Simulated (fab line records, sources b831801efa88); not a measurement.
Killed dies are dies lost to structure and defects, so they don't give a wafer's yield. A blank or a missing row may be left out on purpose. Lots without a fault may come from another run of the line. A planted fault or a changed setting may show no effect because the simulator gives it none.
Problem report in the 8D (eight disciplines) form, filled by code | flow gf180mcu | the parts of the form that need people (team, actions taken, sign-off) are left out

1. THE PROBLEM
DNWELL_TW at GF_DNWELL_TW_MEAS_09 reads a mean of 906 on 6 wafers of 2 lots; wafers without a fault read 1350 with a standard deviation of 10. That is -44 standard deviations from the usual mean.
First seen on wafer L972.1, day 5 07:10, on film_metro-02. The record holds 39 wafers of 13 lots with a number at this step. Rule for "out", or "out of limits": more than 4 standard deviations from the usual mean. The other wafers with a number count as sound.

2. WHAT IT IS AND WHAT IT IS NOT
question                    | is                           | is not
which readings at this step | DNWELL_TW                    | -
which lots                  | L972, L974                   | L961, L965, L966, L967, L968, L969, L970, L973, L976, L982, L984
which wafers of those lots  | all that have a number       | -
read on which gauges        | film_metro-02, film_metro-03 | film_metro-04
when                        | from day 5 07:10             | up to then (21 sound wafers); but 12 sound wafers of L973, L976, L982, L984 came after

3. SUSPECTS, AND WHAT RULES EACH OUT
Counting: a tool at a process step up to the reading stays a suspect if it ran every lot that is out and no sound lot after the first of them.
- the gauge at GF_DNWELL_TW_MEAS_09: ruled out. The wafers that are out were read on 2 gauges (film_metro-02, film_metro-03).
- implanter-02 at GF_DNWELL_IMPLANT_07: kept. It ran every lot that is out, first L972 (day 5 06:55), and no sound lot after that; its last sound lot up to then is L970 (day 4 19:08). Its own readings are out on those wafers: dose_ions_cm2, faraday_current_uA.
Left after counting: implanter-02 at GF_DNWELL_IMPLANT_07.

4. THE CAUSE (what the simulator had put in)
Process parameter drift: implanter-02, from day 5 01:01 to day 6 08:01, at GF_DNWELL_IMPLANT_07. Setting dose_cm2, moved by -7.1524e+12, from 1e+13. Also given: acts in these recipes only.
Counting left only this tool.

5. THE CHAIN OF EFFECTS, in route order
Each row: a reading whose mean over the struck wafers that have a number lies more than 3 standard deviations from the usual. Only readings for which the record gives a usual standard deviation are gone through. hours: the time from each lot's start at the first step in this table that gives one to its start at this step, as a median over the lots. sigmas: the change in usual standard deviations.
hours | step                 | reading            | usual | on struck wafers | change | sigmas
0     | GF_DNWELL_IMPLANT_07 | dose_ions_cm2      | 1e+13 | 3e+12            | -7e+12 | -99 or more
0     | GF_DNWELL_IMPLANT_07 | faraday_current_uA | 56.4  | 16.0             | -40.4  | -37
0     | GF_DNWELL_TW_MEAS_09 | DNWELL_TW          | 1350  | 906              | -444   | -44
The process steps in it:
- GF_DNWELL_IMPLANT_07
Later measuring or inspecting steps at which every struck wafer that the step has a row for has a number for every such reading, and none has moved that far: GF_V2_THK_MEAS_25.

6. WHAT WOULD HAVE CAUGHT IT SOONER
In this record the first reading out of limits at a measuring or inspecting step was taken at day 5 07:10, 6 hours after the fault began at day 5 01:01.
The tool's own readings at GF_DNWELL_IMPLANT_07 were out on every struck wafer that the step has a row for (dose_ions_cm2, faraday_current_uA): an alarm limit on them would have fired on the first of those.
Of the lots that are out (2), L974 began GF_DNWELL_IMPLANT_07 on implanter-02 after day 5 07:10. A hold on the tool at that time would have spared it.
